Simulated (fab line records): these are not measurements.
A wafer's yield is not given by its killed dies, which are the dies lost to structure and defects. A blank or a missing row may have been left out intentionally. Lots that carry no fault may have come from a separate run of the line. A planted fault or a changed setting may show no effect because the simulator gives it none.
A lot that was struck, set against a sound lot	flow sky130	19 steps out of a route of 708
Sound: wafers L743.3, L743.4, L743.5. Wafers struck: L750.1, L750.2, L750.6. The cause is named last.
Each step with rows lists, per side, the tool, then ch with its chambers, then its first start. Under that, the readings that differ: sound wafers	struck wafers	difference of the means	sigmas: that difference in standard deviations of wafers without a fault.
alike: readings whose means differ by less than 2 such deviations, and words and numbers that are the same on both sides. not compared: withheld readings, readings that some wafer has no value for, bounds like >300 that may hide the same value, and numbers for which the record gives no deviation and whose values overlap.
A row with sigmas, a row that says differs or no value, or rows on one side alone: a step with any of these is where the two part. When numbers do not overlap yet have no deviation, they are printed without sigmas and do not part them. A reading missing from all wafers of one side parts the sides only when that side holds two or more wafers.

first, 1 step without rows for these wafers: SKY_LDD_HVP_IMPLANT_08.
SKY_LDD_HVP_STRIP_09: strips in O2/N2.
  sound on plasmaAsher-02 ch 0,1, day 25 22:57; struck on plasmaAsher-02 ch 0,1, day 28 08:07
  alike: drypumpMotorCurrentA, oesProductAu, stripTimeToEndpointS
  not compared: rfHoursCounterH
SKY_LDD_HVP_TW_MEAS_10:
  sound on filmMetro-01, day 25 23:02; struck on filmMetro-04, day 28 08:13
reading	sound	struck	difference	sigmas
LDD_HVP_TW	448 450 449	464 464 464	+15	+3
then, 7 steps without rows for these wafers: SKY_LDD_LDN_DEHYDRATE_00 (time 60 s); SKY_LDD_LDN_HMDS_01 (prime time 60 s); SKY_LDD_LDN_COAT_02 (resist thk 1140 nm); SKY_LDD_LDN_SOFTBAKE_03 (time 60 s); SKY_LDD_LDN_EXPOSE_04 (exposes mask LDNTM, target cd 700 nm); SKY_LDD_LDN_PEB_05; SKY_LDD_LDN_DEVELOP_06 (develop time 60 s).
SKY_LDD_LDN_OVL_MEAS_07:
  sound on overlay-01, day 27 04:32; struck on overlay-01, day 29 12:44
  alike: LDD_LDN_OVL
next, for these wafers, 1 step has no rows: SKY_LDD_LDN_IMPLANT_08.
SKY_LDD_LDN_IMPLANT_09:
  sound on implanter-01 ch 0, day 27 04:46; struck on implanter-04 ch 0, day 29 12:55
reading	sound	struck	difference	sigmas
implantIonAmu	75 75 75	31 31 31	-44	
model.implant.rpNm (nm)	12.47 12.47 12.47	23.1 23.1 23.1	+10.6	
model.implant.drpNm (nm)	5.933 5.933 5.933	10.9 10.9 10.9	+5.0	
then, 2 steps without rows for these wafers: SKY_LDD_LDN_IMPLANT_10; SKY_LDD_LDN_IMPLANT_11.
SKY_LDD_LDN_STRIP_12: strips in O2/N2.
  sound on plasmaAsher-03 ch 0,1, day 27 05:12; struck on plasmaAsher-04 ch 0,1, day 29 13:22
  alike: drypumpMotorCurrentA, oesProductAu, stripTimeToEndpointS
  not compared: rfHoursCounterH
SKY_LDD_LDN_TW_MEAS_13:
  sound on filmMetro-03, day 27 05:17; struck on filmMetro-03, day 29 13:28
reading	sound	struck	difference	sigmas
LDD_LDN_TW	1462 1445 1445	1384 1384 1387	-66	-3
then, 1 step without rows for these wafers: SKY_LDD_LDN_CLEAN_14 (cleans in SC1/SC2, time 150 s).
-- a jump in the record: the struck wafers' starts before and after are 21 days apart (it breaks off in module LDD_LDN and resumes in module PAD_OPEN, where the first step shown is number 708 of the route) --
SKY_PAD_OPEN_PROBE_99:
  sound on prober-02, day 48 22:15; struck on prober-02, day 50 09:34
reading	sound	struck	difference	sigmas
model.etest.tipSonos.rsOhmSq	2799 2755 2740	1918 1927 1921	-843	
model.etest.sonosUncharged.rOnOhmUm	805.2 802.4 803.4	776.6 767.5 765.4	-33.8	
model.etest.sonosProgrammed.offLog10AUm	-14.07 -14.08 -13.97	-11.83 -11.49 -11.52	+2.43	
model.etest.sonosProgrammed.vtV (V)	1.432 1.471 1.478	1.255 1.198 1.254	-0.225	
model.etest.sonosBaked.vtV (V)	0.9362 0.9797 0.9678	0.7757 0.7403 0.7967	-0.1903	
model.etest.sonosUncharged.vtV (V)	-0.4571 -0.4125 -0.4524	-0.5334 -0.5653 -0.5509	-0.1092	
model.etest.sonosErased.vtV (V)	-2.243 -2.26 -2.271	-2.314 -2.296 -2.302	-0.046	
  alike: killed_at_M0_to_M3, killed_at_M4_up, killedAtContacts, killedAtFrontEnd, killedAtOther, killedDies, killedOpen, killedShort

WHERE THEY PART
At SKY_LDD_HVP_TW_MEAS_10 first; at SKY_LDD_LDN_TW_MEAS_13 last (within this record only). Later steps at which nothing parts them and some readings are alike: SKY_PAD_OPEN_PROBE_99.

WHY: what had been put in by the simulator
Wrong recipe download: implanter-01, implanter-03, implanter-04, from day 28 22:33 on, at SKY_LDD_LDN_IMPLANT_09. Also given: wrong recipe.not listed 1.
